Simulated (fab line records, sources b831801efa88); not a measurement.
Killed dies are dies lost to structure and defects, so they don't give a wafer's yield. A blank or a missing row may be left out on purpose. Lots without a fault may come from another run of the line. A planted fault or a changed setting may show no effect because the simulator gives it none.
Problem report in the 8D (eight disciplines) form, filled by code | flow sky130 | the parts of the form that need people (team, actions taken, sign-off) are left out

1. THE PROBLEM
POLY_GATE_CVD_00_THK at SKY_POLY_GATE_THK_MEAS_01 reads a mean of 112.2 nm on 9 wafers of 3 lots; wafers without a fault read 179.3 nm with a standard deviation of 1.5. That is -45 standard deviations from the usual mean.
First seen on wafer L172.1, day 16 03:20, on film_metro-02. The record holds 33 wafers of 11 lots with a number at this step. Rule for "out", or "out of limits": more than 4 standard deviations from the usual mean. The other wafers with a number count as sound.

2. WHAT IT IS AND WHAT IT IS NOT
question                    | is                     | is not
which readings at this step | POLY_GATE_CVD_00_THK   | -
which lots                  | L171, L172, L173       | L167, L169, L181, L183, L184, L185, L186, L189
which wafers of those lots  | all that have a number | -
read on which gauges        | film_metro-02          | film_metro-01, film_metro-03
when                        | from day 16 03:20      | up to then (6 sound wafers); but 18 sound wafers of L181, L183, L184, L185, L186, L189 came after

3. SUSPECTS, AND WHAT RULES EACH OUT
Counting: a tool at a process step up to the reading stays a suspect if it ran every lot that is out and no sound lot after the first of them.
- the gauge at SKY_POLY_GATE_THK_MEAS_01: ruled out. All the wafers that are out were read on film_metro-02, but those of them that SKY_POLY_GATE_CVD_00 has rows for are out there too, on other tools.
- lpcvd-01 at SKY_POLY_GATE_CVD_00 (deposits poly-Si, target thk 180 nm, time 720 s): ruled out as a lasting fault. Sound lots L181, L183, L184, L185, L186, L189 ran on it after its first lot that is out, L171 (day 16 02:08).
Left after counting: nothing in the record.

4. THE CAUSE (what the simulator had put in)
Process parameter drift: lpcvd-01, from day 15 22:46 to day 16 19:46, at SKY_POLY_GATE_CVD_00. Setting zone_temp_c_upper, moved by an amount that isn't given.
Counting ruled it out, wrongly: the rule takes a fault to strike every lot that its tool runs from its start on, and this one did not.

5. THE CHAIN OF EFFECTS, in route order
Each row: a reading whose mean over the struck wafers that have a number lies more than 3 standard deviations from the usual. Only readings for which the record gives a usual standard deviation are gone through. hours: the time from each lot's start at the first step in this table that gives one to its start at this step, as a median over the lots. sigmas: the change in usual standard deviations.
hours | step                      | reading               | usual      | on struck wafers | change | sigmas
0     | SKY_POLY_GATE_CVD_00      | spike_tc_centre_C     | 620.4 C    | 628.9            | +8.5   | +6.1
0     | SKY_POLY_GATE_CVD_00      | spike_tc_top_C        | 640.7 C    | 653.7            | +13.0  | +6.5
0     | SKY_POLY_GATE_CVD_00      | spike_tc_upper_C      | 620.7 C    | 554.5            | -66.2  | -66
0     | SKY_POLY_GATE_CVD_00      | zone_power_centre_pct | 8.91 %     | 14.46            | +5.55  | +18
0     | SKY_POLY_GATE_CVD_00      | zone_power_lower_pct  | 8.70 %     | 7.89             | -0.81  | -3.5
0     | SKY_POLY_GATE_CVD_00      | zone_power_top_pct    | 20.9 %     | 29.6             | +8.7   | +7.2
0     | SKY_POLY_GATE_CVD_00      | zone_power_upper_pct  | 10.6 %     | 0.0              | -10.6  | -20
1     | SKY_POLY_GATE_THK_MEAS_01 | POLY_GATE_CVD_00_THK  | 179.3 nm   | 112.2            | -67.1  | -45
62    | SKY_POLY_GATE_ETCH_17     | oes_product_au        | 0.985 a.u. | 0.723            | -0.262 | -35
The process steps in it:
- SKY_POLY_GATE_CVD_00: deposits poly-Si, target thk 180 nm, time 720 s.
- SKY_POLY_GATE_ETCH_17: etches poly-Si in HBr/Cl2, stops on SiO2, target depth 180 nm, time 70.5 s.
Later measuring or inspecting steps at which every struck wafer that the step has a row for has a number for every such reading, and none has moved that far: SKY_POLY_GATE_OVL_MEAS_14.

6. WHAT WOULD HAVE CAUGHT IT SOONER
In this record the first reading out of limits at a measuring or inspecting step was taken at day 16 03:20, 5 hours after the fault began at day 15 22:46.
The tool's own readings at SKY_POLY_GATE_CVD_00 were out on every struck wafer that the step has a row for (spike_tc_centre_C, spike_tc_top_C, spike_tc_upper_C, zone_power_centre_pct, zone_power_top_pct, zone_power_upper_pct): an alarm limit on them would have fired on the first of those.
